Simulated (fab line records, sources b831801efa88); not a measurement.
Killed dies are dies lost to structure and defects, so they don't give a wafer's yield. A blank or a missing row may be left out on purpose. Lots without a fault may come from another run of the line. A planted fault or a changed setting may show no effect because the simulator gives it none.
Which tool did it? | flow gf180mcu | 7 lots, 21 wafers sampled, at 2 steps of a route of 602

WHAT THE GAUGES READ, wafer by wafer
GF_V2_OVL_MEAS_15.
lot  | measured     | on         | V2_OVL (nm)
L983 | day 20 21:37 | overlay-01 | 8 9 8
L987 | day 22 15:32 | overlay-01 | -3 -2 -8
L993 | day 25 06:59 | overlay-01 | 5 4 5
L995 | day 25 13:20 | overlay-01 | 7 3 -2
L998 | day 26 12:31 | overlay-02 | 1 5 2
L101 | day 27 02:19 | overlay-02 | 1 7 7
L104 | day 27 20:08 | overlay-01 | 8 8 12

WHICH TOOL RAN EACH LOT (tool, then ch and the chambers of the sampled wafers, then the start)
lot  | GF_M2_SPUTTER_00
L983 | pvd_sputter-04, day 18 19:21
L987 | pvd_sputter-04, day 20 15:04
L993 | pvd_sputter-03, day 23 09:16
L995 | pvd_sputter-04, day 23 15:33
L998 | pvd_sputter-02, day 24 16:34
L101 | pvd_sputter-02, day 25 07:04
L104 | pvd_sputter-03, day 26 02:03
- GF_M2_SPUTTER_00: material Ti, target thk 37.5 nm, time 150 s.

THE ANSWER, worked out from the rows above alone
Rule: what is usual is taken from the lots themselves. Put in order of their means at a reading, lots are off if they are a third of the lots or fewer, leave a main group of 4 or more, and stand apart from it by a gap of 3 or more times the standard deviation of the main group's means; of several such gaps the widest counts. A main group whose means are all the same, to the digits that the tables above print for the reading, isn't used. A lot without any number at a reading at which 4 lots or more have one is off too. The other lots that the step has rows for count as sound.
No lot is off at any reading shown: from this, nothing can be told.

WHAT THE SIMULATOR HAD PUT IN
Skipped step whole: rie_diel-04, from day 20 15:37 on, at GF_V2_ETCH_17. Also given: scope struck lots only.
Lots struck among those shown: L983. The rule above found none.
